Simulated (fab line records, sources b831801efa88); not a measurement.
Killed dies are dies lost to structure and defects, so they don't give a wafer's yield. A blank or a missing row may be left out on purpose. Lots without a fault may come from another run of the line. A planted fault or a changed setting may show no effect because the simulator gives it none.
A struck lot beside a sound one | flow sky130 | 16 steps out of a route of 708
Sound: wafers L669.2, L669.3, L669.5. Struck: wafers L679.4, L679.5. (L679.1 of the same lot was not struck and is left out.) The cause comes at the end.
At each step with rows: each side's tool, then ch and its chambers, then its first start. Under that, the readings that differ: sound wafers | struck wafers | difference of the means | sigmas: that difference in standard deviations of wafers without a fault.
alike: readings whose means differ by less than 2 such deviations, and words and numbers that are the same on both sides. not compared: withheld readings, readings that some wafer has no value for, bounds like >300 that may hide the same value, and numbers for which the record gives no deviation and whose values overlap.
The two part at a step that has a row with sigmas, a row that says differs or no value, or rows on one side only. Numbers that don't overlap but have no deviation are shown without sigmas and don't part them. A reading that every wafer of one side lacks parts them only if that side has two wafers or more.

SKY_LI_CONTACT_BOW_MEAS_03:
  sound on film_metro-01, day 30 17:10; struck on film_metro-01, day 33 21:40
  alike: LI_CONTACT_BOW
then, 8 steps without rows for these wafers: SKY_LI_CONTACT_DEHYDRATE_04 (time 60 s); SKY_LI_CONTACT_HMDS_05 (prime time 60 s); SKY_LI_CONTACT_COAT_06 (resist thk 60 nm); SKY_LI_CONTACT_COAT_07 (resist thk 450 nm); SKY_LI_CONTACT_SOFTBAKE_08 (time 90 s); SKY_LI_CONTACT_EXPOSE_09 (exposes mask LICM1, target cd 170 nm); SKY_LI_CONTACT_PEB_10; SKY_LI_CONTACT_DEVELOP_11 (develop time 60 s).
SKY_LI_CONTACT_CD_MEAS_12: target cd 170 nm.
  sound on cd_sem-01, day 31 20:25; struck on cd_sem-01, day 35 00:44
  alike: cd_nm
SKY_LI_CONTACT_OVL_MEAS_13:
  sound on overlay-02, day 31 20:31; struck on overlay-02, day 35 00:52
  alike: LI_CONTACT_OVL
SKY_LI_CONTACT_ETCH_14: etches BARC in N2/H2, stops on SiO2, time 45.9 s, target depth 60 nm.
  sound on rie_diel-01 ch 0,1,2, day 31 20:33; struck on rie_diel-01 ch 0, day 35 00:54
  alike: drypump_motor_current_A, oes_product_au, throttle_valve_pct
  not compared: rf_hours_counter_h
SKY_LI_CONTACT_ETCH_15: etches PSG in C4F8/O2/Ar, stops on Si, target depth 600 nm.
  sound on rie_diel-01 ch 0,1,2, day 31 20:35; struck on rie_diel-01 ch 0, day 35 00:56
  reading                                           | sound             | struck    | difference | sigmas
  model.KrF-thick_of_LI_CONTACT_COAT_07.thk_nm (nm) | 229.3 231.3 233.5 | 272.5 273 | +41.4      |
  alike: oes_product_au
SKY_LI_CONTACT_STRIP_16: strips in O2/N2.
  sound on plasma_asher-04 ch 0,1, day 31 20:41; struck on plasma_asher-02 ch 0,1, day 35 01:02
  reading                      | sound             | struck      | difference | sigmas
  oes_product_au (a.u.)        | 0.375 0.370 0.375 | 0.395 0.392 | +0.020     | +4
  strip_time_to_endpoint_s (s) | 3.48 3.50 3.50    | 3.94 3.94   | +0.45      | +14
  alike: drypump_motor_current_A
  not compared: rf_hours_counter_h
then, 1 step without rows for these wafers: SKY_LI_CONTACT_CLEAN_17 (cleans in NMP, time 600 s).
-- the record jumps here: 15 days lie between the struck wafers' starts before and after (it left off in module LI_CONTACT and takes up again in module PAD_OPEN, whose first step shown is number 708 of the route) --
SKY_PAD_OPEN_PROBE_99:
  sound on prober-02, day 47 20:13; struck on prober-01, day 50 00:46
  reading                                 | sound             | struck      | difference | sigmas
  model.etest.pfet_01v8.r_on_ohm_um       | 2847 2864 2940    | 3190 3170   | +296       |
  model.etest.licon_pdiff.rc_ohm          | 585 573.2 599.6   | 708.5 717.5 | +127.1     |
  model.etest.pfet_g5v0d10v5.r_on_ohm_um  | 4626 4682 4626    | 5005 4961   | +338       |
  model.etest.nfet_g5v0d10v5.r_on_ohm_um  | 1878 1869 1876    | 1987 1983   | +111       |
  model.etest.nfet_01v8.r_on_ohm_um       | 816.3 831.8 852.1 | 940.4 931.8 | +102.7     |
  model.etest.licon_ndiff.rc_ohm          | 188.3 178.4 188.1 | 252 252.8   | +67        |
  model.etest.licon_high_po.rc_ohm        | 363.3 351.8 364.8 | 408.9 398.8 | +43.9      |
  model.etest.sonos_uncharged.r_on_ohm_um | 785 795.7 805.4   | 867 858.1   | +67        |

WHERE THEY PART
Only at SKY_LI_CONTACT_STRIP_16, within this record.

WHY: what the simulator had put in
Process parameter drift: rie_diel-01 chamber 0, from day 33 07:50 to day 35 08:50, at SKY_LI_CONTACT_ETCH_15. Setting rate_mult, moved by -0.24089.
